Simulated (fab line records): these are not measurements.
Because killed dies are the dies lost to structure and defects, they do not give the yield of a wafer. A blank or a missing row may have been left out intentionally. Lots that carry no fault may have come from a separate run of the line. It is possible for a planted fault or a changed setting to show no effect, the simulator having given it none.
Which of the tools did it? :: flow sky130 :: 72 wafers from 24 lots sampled at 5 of the route's 708 steps

WHAT THE GAUGES READ, wafer by wafer
SKY_VIA3_THK_MEAS_01. Usual: VIA3_HDPCVD_THK typically reads 1633 nm, with standard deviation 20.
lot: L075
measured: day 39 01:55
on: film metro-03
VIA3_HDPCVD_THK (nm): 1626 1648 1625
flag: 

lot: L074
measured: day 39 06:03
on: film metro-03
VIA3_HDPCVD_THK (nm): 1644 1655 1653
flag: 

lot: L076
measured: day 40 00:52
on: film metro-03
VIA3_HDPCVD_THK (nm): 1638 1623 1645
flag: 

lot: L077
measured: day 40 01:26
on: film metro-04
VIA3_HDPCVD_THK (nm): 1647 1618 1600
flag: 

lot: L079
measured: day 40 05:23
on: film metro-04
VIA3_HDPCVD_THK (nm): 1639 1633 1665
flag: 

lot: L078
measured: day 40 14:00
on: film metro-03
VIA3_HDPCVD_THK (nm): 1606 1620 1656
flag: 

lot: L084
measured: day 42 08:42
on: film metro-03
VIA3_HDPCVD_THK (nm): 1613 1599 1637
flag: 

lot: L082
measured: day 42 12:47
on: film metro-04
VIA3_HDPCVD_THK (nm): 1616 1624 1613
flag: 

lot: L081
measured: day 42 16:08
on: film metro-03
VIA3_HDPCVD_THK (nm): 1630 1600 1611
flag: 

lot: L085
measured: day 42 17:37
on: film metro-03
VIA3_HDPCVD_THK (nm): 1635 1622 1626
flag: 

lot: L087
measured: day 42 19:08
on: film metro-04
VIA3_HDPCVD_THK (nm): 1612 1607 1595
flag: 

lot: L080
measured: day 42 19:19
on: film metro-02
VIA3_HDPCVD_THK (nm): 1651 1621 1624
flag: 

lot: L086
measured: day 42 20:55
on: film metro-03
VIA3_HDPCVD_THK (nm): 1660 1668 1643
flag: 

lot: L088
measured: day 42 21:08
on: film metro-02
VIA3_HDPCVD_THK (nm): 1629 1625 1611
flag: 

lot: L083
measured: day 42 21:38
on: film metro-04
VIA3_HDPCVD_THK (nm): 1667 1640 1658
flag: 

lot: L089
measured: day 42 23:32
on: film metro-04
VIA3_HDPCVD_THK (nm): 1593 1629 1612
flag: 

lot: L090
measured: day 43 04:10
on: film metro-03
VIA3_HDPCVD_THK (nm): 1622 1631 1609
flag: 

lot: L091
measured: day 43 22:01
on: film metro-04
VIA3_HDPCVD_THK (nm): 1659 1646 1678
flag: 

lot: L092
measured: day 44 01:48
on: film metro-04
VIA3_HDPCVD_THK (nm): 1656 1618 1625
flag: 

lot: L093
measured: day 44 01:58
on: film metro-04
VIA3_HDPCVD_THK (nm): 1639 1628 1628
flag: 

lot: L094
measured: day 44 02:49
on: film metro-02
VIA3_HDPCVD_THK (nm): 1651 1643 1619
flag: 

lot: L095
measured: day 44 08:17
on: film metro-04
VIA3_HDPCVD_THK (nm): 1618 1621 1624
flag: 

lot: L096
measured: day 44 19:13
on: film metro-02
VIA3_HDPCVD_THK (nm): 1659 1650 1649
flag: 

lot: L097
measured: day 45 00:53
on: film metro-02
VIA3_HDPCVD_THK (nm): 1650 1664 1654
flag: 

SKY_METAL4_CD_MEAS_13: target cd 300 nm. Usual: cd nm 300.1 nm, standard deviation 1.1.
lot: L075
measured: day 42 05:07
on: cd sem-02
cd nm (nm): 299.6 300.3 301.2
flag: 

lot: L074
measured: day 42 08:04
on: cd sem-02
cd nm (nm): 300.1 298.7 299.8
flag: 

lot: L076
measured: day 43 03:31
on: cd sem-01
cd nm (nm): 300.3 299.9 299.2
flag: 

lot: L077
measured: day 43 04:15
on: cd sem-02
cd nm (nm): 300.6 299.9 300.4
flag: 

lot: L079
measured: day 43 06:14
on: cd sem-01
cd nm (nm): 301.9 301.5 300.6
flag: 

lot: L078
measured: day 43 15:53
on: cd sem-02
cd nm (nm): 301.1 301.0 300.0
flag: 

lot: L084
measured: day 45 07:09
on: cd sem-02
cd nm (nm): 299.8 299.5 300.2
flag: 

lot: L082
measured: day 45 09:43
on: cd sem-02
cd nm (nm): 298.1 298.0 298.1
flag: 

lot: L081
measured: day 45 15:13
on: cd sem-02
cd nm (nm): 301.9 299.9 301.2
flag: 

lot: L085
measured: day 45 16:10
on: cd sem-01
cd nm (nm): 299.6 299.6 298.3
flag: 

lot: L087
measured: day 45 17:23
on: cd sem-02
cd nm (nm): 301.4 299.7 299.1
flag: 

lot: L080
measured: day 45 17:32
on: cd sem-01
cd nm (nm): 299.0 301.5 300.9
flag: 

lot: L086
measured: day 45 19:19
on: cd sem-02
cd nm (nm): 303.8 301.9 301.2
flag: 

lot: L088
measured: day 45 20:27
on: cd sem-02
cd nm (nm): 300.9 301.7 300.1
flag: 

lot: L083
measured: day 45 20:31
on: cd sem-01
cd nm (nm): 300.7 299.2 299.2
flag: 

lot: L089
measured: day 45 21:54
on: cd sem-02
cd nm (nm): 300.0 299.6 299.5
flag: 

lot: L090
measured: day 46 01:29
on: cd sem-01
cd nm (nm): 301.8 301.9 301.2
flag: 

lot: L091
measured: day 46 15:59
on: cd sem-02
cd nm (nm): 300.2 299.3 299.8
flag: 

lot: L092
measured: day 46 20:48
on: cd sem-01
cd nm (nm): 299.8 297.6 299.6
flag: 

lot: L093
measured: day 46 21:35
on: cd sem-02
cd nm (nm): 299.9 299.1 300.3
flag: 

lot: L094
measured: day 46 21:50
on: cd sem-02
cd nm (nm): 298.2 299.0 298.5
flag: 

lot: L095
measured: day 47 02:51
on: cd sem-01
cd nm (nm): 298.8 300.1 299.1
flag: 

lot: L096
measured: day 47 12:27
on: cd sem-02
cd nm (nm): 299.3 299.8 300.4
flag: 

lot: L097
measured: day 47 18:13
on: cd sem-01
cd nm (nm): 300.4 299.0 301.0
flag: 

SKY_METAL4_OVL_MEAS_14. Usual: METAL4_OVL typically reads 0 nm, with standard deviation 6.1.
lot: L075
measured: day 42 05:14
on: overlay-01
METAL4_OVL (nm): -2 5 -3
flag: 

lot: L074
measured: day 42 08:11
on: overlay-01
METAL4_OVL (nm): 5 11 5
flag: 

lot: L076
measured: day 43 03:38
on: overlay-02
METAL4_OVL (nm): -1 -1 -4
flag: 

lot: L077
measured: day 43 04:22
on: overlay-01
METAL4_OVL (nm): -3 -3 -2
flag: 

lot: L079
measured: day 43 06:21
on: overlay-01
METAL4_OVL (nm): -13 -13 -10
flag: 

lot: L078
measured: day 43 15:58
on: overlay-02
METAL4_OVL (nm): 1 4 11
flag: 

lot: L084
measured: day 45 07:16
on: overlay-02
METAL4_OVL (nm): -2 12 2
flag: 

lot: L082
measured: day 45 09:49
on: overlay-02
METAL4_OVL (nm): -5 0 1
flag: 

lot: L081
measured: day 45 15:20
on: overlay-02
METAL4_OVL (nm): -2 -3 -13
flag: 

lot: L085
measured: day 45 16:15
on: overlay-01
METAL4_OVL (nm): -9 -5 -9
flag: 

lot: L087
measured: day 45 17:31
on: overlay-02
METAL4_OVL (nm): 11 3 -2
flag: 

lot: L080
measured: day 45 17:37
on: overlay-01
METAL4_OVL (nm): 1 -1 -1
flag: 

lot: L086
measured: day 45 19:26
on: overlay-01
METAL4_OVL (nm): 7 3 10
flag: 

lot: L088
measured: day 45 20:34
on: overlay-01
METAL4_OVL (nm): -4 3 -3
flag: 

lot: L083
measured: day 45 20:37
on: overlay-02
METAL4_OVL (nm): 0 -9 -3
flag: 

lot: L089
measured: day 45 22:01
on: overlay-01
METAL4_OVL (nm): -1 4 -6
flag: 

lot: L090
measured: day 46 01:35
on: overlay-02
METAL4_OVL (nm): -6 -4 -3
flag: 

lot: L091
measured: day 46 16:05
on: overlay-01
METAL4_OVL (nm): -2 -4 -6
flag: 

lot: L092
measured: day 46 20:55
on: overlay-01
METAL4_OVL (nm): 3 -1 4
flag: 

lot: L093
measured: day 46 21:42
on: overlay-01
METAL4_OVL (nm): -16 -6 -1
flag: 

lot: L094
measured: day 46 21:55
on: overlay-01
METAL4_OVL (nm): -6 6 1
flag: 

lot: L095
measured: day 47 02:58
on: overlay-02
METAL4_OVL (nm): 7 2 2
flag: 

lot: L096
measured: day 47 12:31
on: overlay-01
METAL4_OVL (nm): -2 -2 -2
flag: 

lot: L097
measured: day 47 18:19
on: overlay-02
METAL4_OVL (nm): 5 14 7
flag: 

WHICH TOOL RAN EACH LOT (tool, then ch and the chambers of the sampled wafers, then the start)
lot: L075
SKY_METAL3_DESCUM_15: rie metal-02 ch 0,1, day 39 00:50
SKY_METAL4_SPUTTER_02: pvd sputter-02, day 40 04:55

lot: L074
SKY_METAL3_DESCUM_15: rie metal-03 ch 0,1, day 39 04:54
SKY_METAL4_SPUTTER_02: pvd sputter-02, day 40 08:02

lot: L076
SKY_METAL3_DESCUM_15: rie metal-03 ch 0,1, day 39 23:47
SKY_METAL4_SPUTTER_02: pvd sputter-03, day 41 02:59

lot: L077
SKY_METAL3_DESCUM_15: rie metal-02 ch 0,1, day 40 00:20
SKY_METAL4_SPUTTER_02: pvd sputter-02, day 41 03:38

lot: L079
SKY_METAL3_DESCUM_15: rie metal-01 ch 0,1, day 40 04:17
SKY_METAL4_SPUTTER_02: pvd sputter-02, day 41 06:17

lot: L078
SKY_METAL3_DESCUM_15: rie metal-01 ch 0,1, day 40 12:52
SKY_METAL4_SPUTTER_02: pvd sputter-02, day 41 15:41

lot: L084
SKY_METAL3_DESCUM_15: rie metal-01 ch 1, day 42 07:36
SKY_METAL4_SPUTTER_02: pvd sputter-04, day 43 10:53

lot: L082
SKY_METAL3_DESCUM_15: rie metal-03 ch 0,1, day 42 11:41
SKY_METAL4_SPUTTER_02: pvd sputter-03, day 43 13:37

lot: L081
SKY_METAL3_DESCUM_15: rie metal-01 ch 0,1, day 42 15:02
SKY_METAL4_SPUTTER_02: pvd sputter-02, day 43 18:24

lot: L085
SKY_METAL3_DESCUM_15: rie metal-01 ch 0,1, day 42 16:31
SKY_METAL4_SPUTTER_02: pvd sputter-02, day 43 19:38

lot: L087
SKY_METAL3_DESCUM_15: rie metal-03 ch 0,1, day 42 17:47
SKY_METAL4_SPUTTER_02: pvd sputter-03, day 43 21:14

lot: L080
SKY_METAL3_DESCUM_15: rie metal-01 ch 0,1, day 42 18:09
SKY_METAL4_SPUTTER_02: pvd sputter-02, day 43 21:27

lot: L086
SKY_METAL3_DESCUM_15: rie metal-02 ch 0,1, day 42 19:38
SKY_METAL4_SPUTTER_02: pvd sputter-04, day 43 23:07

lot: L088
SKY_METAL3_DESCUM_15: rie metal-02 ch 0,1, day 42 19:59
SKY_METAL4_SPUTTER_02: pvd sputter-04, day 43 23:26

lot: L083
SKY_METAL3_DESCUM_15: rie metal-03 ch 0,1, day 42 20:29
SKY_METAL4_SPUTTER_02: pvd sputter-02, day 43 23:40

lot: L089
SKY_METAL3_DESCUM_15: rie metal-01 ch 0, day 42 22:23
SKY_METAL4_SPUTTER_02: pvd sputter-03, day 44 01:31

lot: L090
SKY_METAL3_DESCUM_15: rie metal-02 ch 0,1, day 43 03:02
SKY_METAL4_SPUTTER_02: pvd sputter-04, day 44 05:43

lot: L091
SKY_METAL3_DESCUM_15: rie metal-03 ch 0,1, day 43 20:56
SKY_METAL4_SPUTTER_02: pvd sputter-02, day 44 21:10

lot: L092
SKY_METAL3_DESCUM_15: rie metal-03 ch 0,1, day 44 00:05
SKY_METAL4_SPUTTER_02: pvd sputter-02, day 45 01:53

lot: L093
SKY_METAL3_DESCUM_15: rie metal-02 ch 0,1, day 44 00:42
SKY_METAL4_SPUTTER_02: pvd sputter-03, day 45 02:13

lot: L094
SKY_METAL3_DESCUM_15: rie metal-03 ch 0,1, day 44 01:40
SKY_METAL4_SPUTTER_02: pvd sputter-04, day 45 02:16

lot: L095
SKY_METAL3_DESCUM_15: rie metal-01 ch 0,1, day 44 07:11
SKY_METAL4_SPUTTER_02: pvd sputter-02, day 45 08:28

lot: L096
SKY_METAL3_DESCUM_15: rie metal-03 ch 0,1, day 44 18:06
SKY_METAL4_SPUTTER_02: pvd sputter-02, day 45 18:42

lot: L097
SKY_METAL3_DESCUM_15: rie metal-02 ch 1, day 44 23:13
SKY_METAL4_SPUTTER_02: pvd sputter-03, day 45 23:50
- SKY_METAL3_DESCUM_15: chemistry O2, time 8 s.
- SKY_METAL4_SPUTTER_02: material AlCu, target thk 735 nm, time 39.1 s.

AS READ BY THE TOOLS THEMSELVES (means over the sampled wafers that have a number; for cases with no such wafer, the mark the record gives instead)
SKY_METAL3_DESCUM_15. Usual: drypump motor current A 6.0 A, standard deviation 0.51; oes product au 1.002 a.u., standard deviation 0.012; temp c 40.01 C, standard deviation 0.11.
lot: L075
tool: rie metal-02
drypump motor current A (A): 6.5
oes product au (a.u.): 1.012
temp c (C): 39.99
flag: 

lot: L074
tool: rie metal-03
drypump motor current A (A): 5.5
oes product au (a.u.): 1.000
temp c (C): 39.94
flag: 

lot: L076
tool: rie metal-03
drypump motor current A (A): 5.8
oes product au (a.u.): 0.990
temp c (C): 40.07
flag: 

lot: L077
tool: rie metal-02
drypump motor current A (A): 6.4
oes product au (a.u.): 1.009
temp c (C): 40.05
flag: 

lot: L079
tool: rie metal-01
drypump motor current A (A): 6.0
oes product au (a.u.): 1.011
temp c (C): 39.94
flag: 

lot: L078
tool: rie metal-01
drypump motor current A (A): 5.9
oes product au (a.u.): 1.001
temp c (C): 40.01
flag: 

lot: L084
tool: rie metal-01
drypump motor current A (A): 5.8
oes product au (a.u.): 0.997
temp c (C): 40.12
flag: 

lot: L082
tool: rie metal-03
drypump motor current A (A): 5.5
oes product au (a.u.): 0.986
temp c (C): 39.88
flag: 

lot: L081
tool: rie metal-01
drypump motor current A (A): 6.0
oes product au (a.u.): 1.013
temp c (C): 39.96
flag: 

lot: L085
tool: rie metal-01
drypump motor current A (A): 5.9
oes product au (a.u.): 1.005
temp c (C): 40.02
flag: 

lot: L087
tool: rie metal-03
drypump motor current A (A): 5.9
oes product au (a.u.): 1.003
temp c (C): 40.02
flag: 

lot: L080
tool: rie metal-01
drypump motor current A (A): 6.2
oes product au (a.u.): 1.013
temp c (C): 40.04
flag: 

lot: L086
tool: rie metal-02
drypump motor current A (A): 6.4
oes product au (a.u.): 0.989
temp c (C): 40.10
flag: 

lot: L088
tool: rie metal-02
drypump motor current A (A): 6.4
oes product au (a.u.): 0.999
temp c (C): 40.04
flag: 

lot: L083
tool: rie metal-03
drypump motor current A (A): 5.9
oes product au (a.u.): 1.005
temp c (C): 40.18
flag: 

lot: L089
tool: rie metal-01
drypump motor current A (A): 6.4
oes product au (a.u.): 1.015
temp c (C): 40.15
flag: 

lot: L090
tool: rie metal-02
drypump motor current A (A): 6.4
oes product au (a.u.): 1.001
temp c (C): 40.11
flag: 

lot: L091
tool: rie metal-03
drypump motor current A (A): 5.8
oes product au (a.u.): 0.992
temp c (C): 40.01
flag: 

lot: L092
tool: rie metal-03
drypump motor current A (A): 5.5
oes product au (a.u.): 0.997
temp c (C): 39.97
flag: 

lot: L093
tool: rie metal-02
drypump motor current A (A): 6.5
oes product au (a.u.): 0.998
temp c (C): 39.98
flag: 

lot: L094
tool: rie metal-03
drypump motor current A (A): 5.8
oes product au (a.u.): 0.999
temp c (C): 40.04
flag: 

lot: L095
tool: rie metal-01
drypump motor current A (A): 6.0
oes product au (a.u.): 1.015
temp c (C): 40.04
flag: 

lot: L096
tool: rie metal-03
drypump motor current A (A): 5.5
oes product au (a.u.): 1.001
temp c (C): 39.96
flag: 

lot: L097
tool: rie metal-02
drypump motor current A (A): 6.3
oes product au (a.u.): 0.997
temp c (C): 39.79
flag: 

SKY_METAL4_SPUTTER_02. Usual: throttle valve pct 29.8 %, standard deviation 0.81.
lot: L075
tool: pvd sputter-02
throttle valve pct (%): 29.4
flag: 

lot: L074
tool: pvd sputter-02
throttle valve pct (%): 29.8
flag: 

lot: L076
tool: pvd sputter-03
throttle valve pct (%): 30.5
flag: 

lot: L077
tool: pvd sputter-02
throttle valve pct (%): 29.5
flag: 

lot: L079
tool: pvd sputter-02
throttle valve pct (%): 29.7
flag: 

lot: L078
tool: pvd sputter-02
throttle valve pct (%): 29.1
flag: 

lot: L084
tool: pvd sputter-04
throttle valve pct (%): 29.9
flag: 

lot: L082
tool: pvd sputter-03
throttle valve pct (%): 30.5
flag: 

lot: L081
tool: pvd sputter-02
throttle valve pct (%): 29.7
flag: 

lot: L085
tool: pvd sputter-02
throttle valve pct (%): 29.5
flag: 

lot: L087
tool: pvd sputter-03
throttle valve pct (%): 30.5
flag: 

lot: L080
tool: pvd sputter-02
throttle valve pct (%): 29.6
flag: 

lot: L086
tool: pvd sputter-04
throttle valve pct (%): 30.2
flag: 

lot: L088
tool: pvd sputter-04
throttle valve pct (%): 29.6
flag: 

lot: L083
tool: pvd sputter-02
throttle valve pct (%): 29.2
flag: 

lot: L089
tool: pvd sputter-03
throttle valve pct (%): 30.9
flag: 

lot: L090
tool: pvd sputter-04
throttle valve pct (%): 29.5
flag: 

lot: L091
tool: pvd sputter-02
throttle valve pct (%): 29.3
flag: 

lot: L092
tool: pvd sputter-02
throttle valve pct (%): 29.2
flag: 

lot: L093
tool: pvd sputter-03
throttle valve pct (%): 30.2
flag: 

lot: L094
tool: pvd sputter-04
throttle valve pct (%): 30.5
flag: 

lot: L095
tool: pvd sputter-02
throttle valve pct (%): 29.7
flag: 

lot: L096
tool: pvd sputter-02
throttle valve pct (%): 29.2
flag: 

lot: L097
tool: pvd sputter-03
throttle valve pct (%): 30.5
flag: 

THE ANSWER, worked out from the rows above alone
Rule: a lot counts as off when the mean over its wafers that have a number is more than 3 standard deviations away from the usual mean. Also off: a lot with no number at a reading for which 4 or more lots have one. The other lots that the step has rows for count as sound. First the gauges in route order, then the tools' own readings, where a lot's mean is used as printed above. At the first step where some lot is off, the reading lying furthest off is the one used; lots without a number count as furthest.
Across all readings shown, no lot is off: no conclusion can be drawn from this.

WHAT THE SIMULATOR HAD INSERTED
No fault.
